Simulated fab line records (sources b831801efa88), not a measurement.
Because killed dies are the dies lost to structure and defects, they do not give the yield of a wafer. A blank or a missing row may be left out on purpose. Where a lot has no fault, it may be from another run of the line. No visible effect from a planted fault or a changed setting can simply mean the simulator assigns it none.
Which of the tools did it?	flow sfq_line	21 wafers from 7 lots sampled at 4 of the route's 325 steps

== WHAT EACH GAUGE READ, for each wafer ==
SFQ_M4_OVL_MEAS_926.
lot	measured	on	M4_OVL (nm)
L571	day 48 09:14	overlay-02	-5 -5 -7
L573	day 48 12:49	overlay-02	-5 -6 -7
L576	day 49 11:37	overlay-02	-2 4 -12
L580	day 50 16:20	overlay-02	-4 2 -2
L584	day 51 19:56	overlay-02	-8 -15 -11
L586	day 52 09:08	overlay-01	-9 -10 -6
L593	day 56 03:56	overlay-01	-9 1 -3

== WHICH TOOL RAN EACH LOT (tool, then ch and the chambers of the sampled wafers, then the start) ==
lot	SFQ_TRILAYER_I1_CMP_CMP_046	SFQ_TRILAYER_I1_METRO_MEASURE_047	SFQ_TRILAYER_I1_VIA_ETCH_VIA_ETCH_052
L571	cmp-02 ch 0,1, day 23 21:37	film_metro-01, day 24 00:38	rie_diel-01 ch 1,2,3, day 24 08:46
L573	cmp-01 ch 0,2,3, day 24 17:12	film_metro-04, day 24 20:19	rie_diel-02 ch 0,1,3, day 25 10:49
L576	cmp-01 ch 1,3, day 26 11:42	film_metro-04, day 26 14:19	rie_diel-01 ch 1,3, day 26 23:44
L580	cmp-01 ch 0,2,3, day 28 02:26	film_metro-03, day 28 04:33	rie_diel-04 ch 1,2,3, day 28 08:06
L584	cmp-01 ch 0,1,2, day 29 05:12	film_metro-01, day 29 08:19	rie_diel-01 ch 0,2,3, day 29 11:50
L586	cmp-02 ch 1,2,3, day 29 16:18	film_metro-04, day 29 18:31	rie_diel-04 ch 0,1, day 29 21:26
L593	cmp-01 ch 0,2,3, day 32 15:25	film_metro-04, day 32 18:44	rie_diel-01 ch 0,3, day 38 19:57
- SFQ_TRILAYER_I1_CMP_CMP_046: polishes SiO2.
- SFQ_TRILAYER_I1_METRO_MEASURE_047
- SFQ_TRILAYER_I1_VIA_ETCH_VIA_ETCH_052: etches SiO2 in CHF3, stops on Nb, target depth 260 nm.

== THE ANSWER, worked out from the rows above alone ==
Rule: usual is defined by the lots themselves. The widest of any qualifying gaps counts: lots, ordered by their means at a reading, are off when they make up no more than a third of the lots, leave a main group of 4 or more, and stand apart from it by 3 or more times the standard deviation of that group's means. If all means in a main group match to the digits the tables above print for the reading, that group is not used. Also off: a lot with no number at a reading for which 4 or more lots have one. Any other lot the step has rows for is counted as sound.
No lot is off at any reading shown: from this, nothing can be told.

== WHAT WAS PUT IN BY THE SIMULATOR ==
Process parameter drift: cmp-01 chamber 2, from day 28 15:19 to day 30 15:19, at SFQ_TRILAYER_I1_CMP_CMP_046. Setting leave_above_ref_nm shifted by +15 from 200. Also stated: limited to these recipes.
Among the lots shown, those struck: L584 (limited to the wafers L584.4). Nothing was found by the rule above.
